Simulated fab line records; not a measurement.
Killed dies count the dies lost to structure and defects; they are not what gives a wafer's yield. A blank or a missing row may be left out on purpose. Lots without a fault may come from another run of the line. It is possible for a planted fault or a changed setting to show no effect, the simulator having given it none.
One fault seen from 2 desks ; flow sfq-line ; each desk has only its own numbers; what lay behind them comes last

AT THE TOOL OWNER'S DESK: pecvd-04
The tool's own readings at SFQ_TRILAYER_L0_CAP_PECVD_011 (deposits SiO2 from SiH4/N2O, time 13.333 s, target thk 60 nm): means of the sampled wafers that have a number, for each lot that ran on this tool. The brackets show how far a lot's mean lies from the usual mean; more than 4 standard deviations puts the lot out of limits, marked OUT.
Columns: A = heater-power-w at SFQ_TRILAYER_L0_CAP_PECVD_011, usual 84 W; B = rf-fwd-power-W at SFQ_TRILAYER_L0_CAP_PECVD_011, usual 179.9 W; C = throttle-valve-pct at SFQ_TRILAYER_L0_CAP_PECVD_011, usual 24.9 %
lot;first seen here;A;B;C
L307;day 4 10:40;79;180.2;24.9
L318;day 7 02:32;77;170.9 (-8.2) OUT;25.0
L319;day 7 06:22;87;169.8 (-9.2) OUT;25.0
This desk finds L318, L319 out of limits, L318 being first, at day 7 02:32 (rf-fwd-power-W at SFQ_TRILAYER_L0_CAP_PECVD_011). In limits: L307.

FROM THE METROLOGY DESK
What the gauges read for every lot (on any tool): the sampled wafers with a number, averaged. The brackets show how far a lot's mean lies from the usual mean; more than 4 standard deviations puts the lot out of limits, marked OUT.
Columns: A = L0_MONX_KI_RS at SFQ_L0_RS_MEAS_901, usual 43.5 ohm/sq; B = L0_MONX_KI_THK at SFQ_L0_THK_MEAS_902, usual 40.5 nm; C = L0V_OVL at SFQ_L0V_OVL_MEAS_903, usual -2 nm
lot;first seen here;A;B;C
L307;day 1 12:35;43.5;40.7;-4
L309;day 1 22:34;42.6;41.4;-4
L318;day 3 19:35;43.9;40.1;-8
L319;day 4 00:35;43.3;41.0;-7
L327;day 5 16:34;43.7;40.3;1
L328;day 5 21:35;43.4;40.4;-5
This desk's finding: nothing out of limits on any of the 6 lots.

PUT TOGETHER
On L318, L319, at day 7 02:32, an alarm was possible from the tool owner's desk.
From the metrology desk's view, nothing was out of limits.
The metrology desk holds a record of L318, L319, inside its limits.
All the named lots went through SFQ_TRILAYER_L0_CAP_PECVD_011 on pecvd-04.

WHAT THE SIMULATOR PUT IN
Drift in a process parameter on pecvd-04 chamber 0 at SFQ_TRILAYER_L0_CAP_PECVD_011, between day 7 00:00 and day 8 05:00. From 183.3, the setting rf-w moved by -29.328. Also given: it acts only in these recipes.
Shown lots that were struck: L318, L319.
Each desk's first reading out of limits, in hours after the fault started: the tool owner's desk, 3.
